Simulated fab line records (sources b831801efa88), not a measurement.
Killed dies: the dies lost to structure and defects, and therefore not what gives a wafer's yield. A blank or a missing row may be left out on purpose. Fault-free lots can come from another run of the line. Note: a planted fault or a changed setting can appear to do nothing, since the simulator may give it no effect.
Matching of chambers | flow sky130 | SKY_VIA2_CMP_24 on cmp-02 has 4 sister chambers
The step polishes, stops on SiO2, t overpolish 20 s, target thk 0 nm. 4 wafers are shown with their chamber, then 7 later ones without.

WAFERS WITH THEIR CHAMBER
wafer  | chamber | motorCurrentA (A)
L638.3 | 2       | 11.8
L648.1 | 1       | 11.8
L648.5 | 0       | 10.1
L651.5 | 3       | 11.5

WAFERS MISSING THEIR CHAMBER
wafer  | motorCurrentA (A)
L651.6 | 11.5
L656.4 | 10.1
L656.5 | 10.8
L656.6 | 11.1
L659.1 | 11.0
L659.4 | 11.6
L659.5 | 11.2

WHICH CHAMBER EACH ONE RAN IN
wafer  | from the rows above               | in truth
L651.6 | can't be placed: 3 or 1 or 2      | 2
L656.4 | 0                                 | 0
L656.5 | can't be placed: 3 or 0 or 1 or 2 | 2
L656.6 | can't be placed: 3 or 1 or 2 or 0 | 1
L659.1 | can't be placed: 3 or 1 or 2 or 0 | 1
L659.4 | can't be placed: 3 or 1 or 2      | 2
L659.5 | can't be placed: 3 or 1 or 2      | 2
Placed correctly: 1 of 7. Cannot be placed on the basis of these rows: 6; the candidates contain the true chamber in 6. 0 placed wrongly.
How it was worked out, from the rows above alone: a wafer's distance from a chamber is the root of the sum, over the readings, of the square of ((its reading less the chamber's mean) divided by the reading's scatter). The wafer belongs to the nearest chamber; if the next one is less than 2 further off, it can't be placed. Each chamber's mean is taken over the wafers shown for it. The scatter: root of mean squared gap, hidden wafer to nearest shown wafer, with one shown wafer a chamber.
